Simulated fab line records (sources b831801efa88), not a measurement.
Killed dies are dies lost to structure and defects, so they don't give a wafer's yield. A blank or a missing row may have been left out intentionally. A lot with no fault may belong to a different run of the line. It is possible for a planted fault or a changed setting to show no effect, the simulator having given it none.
Chamber matching -- flow sky130 -- hdpcvd-01 running SKY_VIA3_HDPCVD_00: 3 sister chambers
The step deposits SiO2, target thk 1635 nm, time 272.5 s. 14 wafers are shown with their chamber, then 7 later ones without.

== WAFERS, EACH WITH ITS CHAMBER ==
wafer,chamber,run length s (s),susceptor temp C (C)
L819.1,2,301.1,399.52
L819.4,2,300.4,399.73
L819.6,1,300.3,400.24
L820.1,0,301.2,399.60
L820.3,1,300.4,399.81
L820.5,0,301.0,400.00
L822.1,0,300.6,399.88
L822.5,0,301.0,399.79
L822.6,2,300.3,400.06
L826.2,2,300.9,399.73
L826.5,1,300.6,399.79
L826.6,0,300.9,400.25
L832.2,1,301.0,400.24
L832.5,2,300.7,399.64

SIGNATURES (averages over the wafers above)
reading,chamber 0,chamber 1,chamber 2,scatter within a chamber
run length s,300.940,300.575,300.680,0.29
susceptor temp C,399.9040,400.0200,399.7360,0.232
Rule: for a wafer and a chamber, the distance is found by dividing, reading by reading, the gap between the wafer's reading and the chamber's mean by the reading's scatter, squaring, summing and taking the root. The wafer belongs to the nearest chamber; if the next one is less than 2 further off, it can't be placed. The scatter: take each reading less its chamber's mean, square it, sum over the shown wafers, divide by the number of wafers less the number of chambers, and take the root.

== WAFERS WHOSE CHAMBER IS MISSING ==
wafer,run length s (s),susceptor temp C (C)
L832.6,300.6,400.19
L836.1,300.4,400.15
L836.2,300.6,399.69
L836.3,301.3,399.86
L842.1,300.5,400.28
L842.3,300.8,400.07
L842.5,300.5,399.95

== EACH ONE'S CHAMBER ==
wafer,from the rows above,in truth
L832.6,can't be placed: 1 or 0 or 2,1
L836.1,can't be placed: 1 or 2 or 0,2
L836.2,can't be placed: 2 or 1 or 0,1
L836.3,can't be placed: 0 or 2 or 1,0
L842.1,can't be placed: 1 or 0 or 2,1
L842.3,can't be placed: 1 or 0 or 2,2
L842.5,can't be placed: 1 or 2 or 0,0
Correctly placed: 0 of 7. Can't be placed from these rows: 7 (the true chamber is among the candidates in 7). Number placed wrongly: 0.
